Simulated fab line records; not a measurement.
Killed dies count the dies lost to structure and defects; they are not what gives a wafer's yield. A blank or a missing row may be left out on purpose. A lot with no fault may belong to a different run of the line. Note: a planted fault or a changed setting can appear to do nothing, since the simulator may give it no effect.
Matching of chambers ; flow gf180mcu ; GF_STI_ETCH_14 on rie-si-02 has 4 sister chambers
The step etches Si in HBr/Cl2/O2, target depth 360 nm, time 102.9 s. 8 wafers are shown with their chamber, then 9 later ones without.

## WAFERS PAIRED WITH THEIR CHAMBERS
wafer;chamber;drypump-motor-current-A (A);he-backside-leak-sccm (sccm)
L083.6;0;5.2;2.5
L085.1;1;5.9;2.6
L085.6;2;5.9;2.7
L087.2;2;5.9;2.7
L087.3;3;5.8;3.0
L091.1;3;5.9;2.9
L091.2;1;5.9;2.6
L091.4;0;5.2;2.6

## WAFERS WITHOUT THEIR CHAMBER
wafer;drypump-motor-current-A (A);he-backside-leak-sccm (sccm)
L093.1;5.9;2.7
L093.3;5.9;2.6
L093.6;5.9;2.7
L094.4;5.2;2.6
L094.5;5.9;2.8
L094.6;5.9;2.8
L097.1;5.9;2.7
L097.2;5.9;3.0
L097.4;5.9;2.5

## EACH ONE'S CHAMBER
wafer;from the rows above;in truth
L093.1;2;2
L093.3;1;1
L093.6;2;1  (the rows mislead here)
L094.4;0;0
L094.5;can't be placed: 2 or 3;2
L094.6;can't be placed: 2 or 3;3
L097.1;2;2
L097.2;3;3
L097.4;1;1
6 of 9 placed correctly. These rows do not allow placing 2 (true chamber among the candidates in 2). Placed wrongly: 1.
How it was worked out, from the rows above alone: a wafer's distance from a chamber is the root of the sum, over the readings, of the square of ((its reading less the chamber's mean) divided by the reading's scatter). The wafer belongs to the nearest chamber; if the next one is less than 2 further off, it can't be placed. For every chamber, the mean is computed from those of its wafers that are shown. The scatter: take each reading less its chamber's mean, square it, sum over the shown wafers, divide by the number of wafers less the number of chambers, and take the root.
